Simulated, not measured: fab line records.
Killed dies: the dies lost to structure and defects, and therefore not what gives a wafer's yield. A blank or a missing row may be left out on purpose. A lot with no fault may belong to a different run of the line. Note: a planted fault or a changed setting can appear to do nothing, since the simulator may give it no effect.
Chamber matching | flow sfqLine | SFQ_TRILAYER_I3_DEP_PECVD_081 on pecvd-04 has 3 sister chambers
The step deposits SiO2 from SiH4/N2O, time 111.11 s, target thk 500 nm. 3 wafers are shown with their chamber, then 7 later ones without.

== WAFERS, EACH WITH ITS CHAMBER ==
wafer  | chamber | throttleValvePct (%)
L123.5 | 1       | 23.4
L127.3 | 2       | 22.0
L127.5 | 0       | 22.8

== WAFERS WITH NO CHAMBER GIVEN ==
wafer  | throttleValvePct (%)
L127.6 | 22.1
L129.3 | 23.2
L129.4 | 22.0
L129.6 | 23.6
L131.1 | 23.1
L131.4 | 23.9
L131.5 | 23.0

== WHICH CHAMBER EACH WENT THROUGH ==
wafer  | from the rows above     | in truth
L127.6 | 2                       | 2
L129.3 | can't be placed: 1 or 0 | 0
L129.4 | 2                       | 2
L129.6 | 1                       | 1
L131.1 | can't be placed: 1 or 0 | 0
L131.4 | 1                       | 1
L131.5 | can't be placed: 0 or 1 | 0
Correct placement for 4 of the 7. Can't be placed from these rows: 3 (the true chamber is among the candidates in 3). 0 placed wrongly.
How it was worked out, from the rows above alone: a wafer's distance from a chamber is the root of the sum, over the readings, of the square of ((its reading less the chamber's mean) divided by the reading's scatter). If the next closest chamber is less than 2 further off than the closest, the wafer can't be placed; otherwise it belongs to the closest. The mean given for a chamber averages the wafers shown for that chamber. The scatter: root of mean squared gap, hidden wafer to nearest shown wafer, with one shown wafer a chamber.
